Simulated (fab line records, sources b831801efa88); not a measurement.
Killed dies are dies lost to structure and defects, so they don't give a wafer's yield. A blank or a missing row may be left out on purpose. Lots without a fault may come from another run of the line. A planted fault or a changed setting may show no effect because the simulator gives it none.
Chamber matching | flow gf180mcu | GF_CONTACT_CMP_04 on cmp-02: 4 sister chambers
The step polishes SiO2. 8 wafers are shown with their chamber, then 12 later ones without.

WAFERS WITH THEIR CHAMBER
wafer  | chamber | motor_current_A (A) | time_to_endpoint_s (s)
L078.1 | 3       | 11.6                | 108
L078.4 | 2       | 11.3                | 116
L080.1 | 3       | 12.3                | 117
L080.2 | 0       | 12.7                | 110
L080.3 | 2       | 10.6                | 116
L080.4 | 1       | 12.4                | 123
L080.5 | 1       | 12.7                | 130
L080.6 | 0       | 12.2                | 121

WAFERS WITHOUT THEIR CHAMBER
wafer  | motor_current_A (A) | time_to_endpoint_s (s)
L083.1 | 13.1                | 104
L083.2 | 12.6                | 105
L083.3 | 11.8                | 101
L085.3 | 13.2                | 108
L085.4 | 12.1                | 107
L085.6 | 12.0                | 103
L091.2 | 12.0                | 110
L091.5 | 13.2                | 115
L091.6 | 10.8                | 110
L097.1 | 12.0                | 111
L097.2 | 10.7                | 109
L097.5 | 12.2                | 120

WHICH CHAMBER EACH WENT THROUGH
wafer  | from the rows above          | in truth
L083.1 | can't be placed: 0 or 3 or 1 | 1
L083.2 | can't be placed: 0 or 3 or 1 | 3
L083.3 | can't be placed: 3 or 0 or 2 | 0
L085.3 | can't be placed: 0 or 3 or 1 | 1
L085.4 | can't be placed: 3 or 0      | 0
L085.6 | can't be placed: 3 or 0 or 2 | 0
L091.2 | can't be placed: 3 or 0      | 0
L091.5 | can't be placed: 0 or 1 or 3 | 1
L091.6 | can't be placed: 2 or 3      | 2
L097.1 | can't be placed: 3 or 0      | 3
L097.2 | can't be placed: 2 or 3      | 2
L097.5 | can't be placed: 0 or 1 or 3 | 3
Placed correctly: 0 of 12. Can't be placed from these rows: 12 (the true chamber is among the candidates in 12). Placed wrongly: 0.
How it was worked out, from the rows above alone: a wafer's distance from a chamber is the root of the sum, over the readings, of the square of ((its reading less the chamber's mean) divided by the reading's scatter). The wafer belongs to the nearest chamber; if the next one is less than 2 further off, it can't be placed. A chamber's mean is the mean of its shown wafers. The scatter: the root of (the sum of the squares of (reading less its chamber's mean) over the shown wafers, divided by (wafers less chambers)).
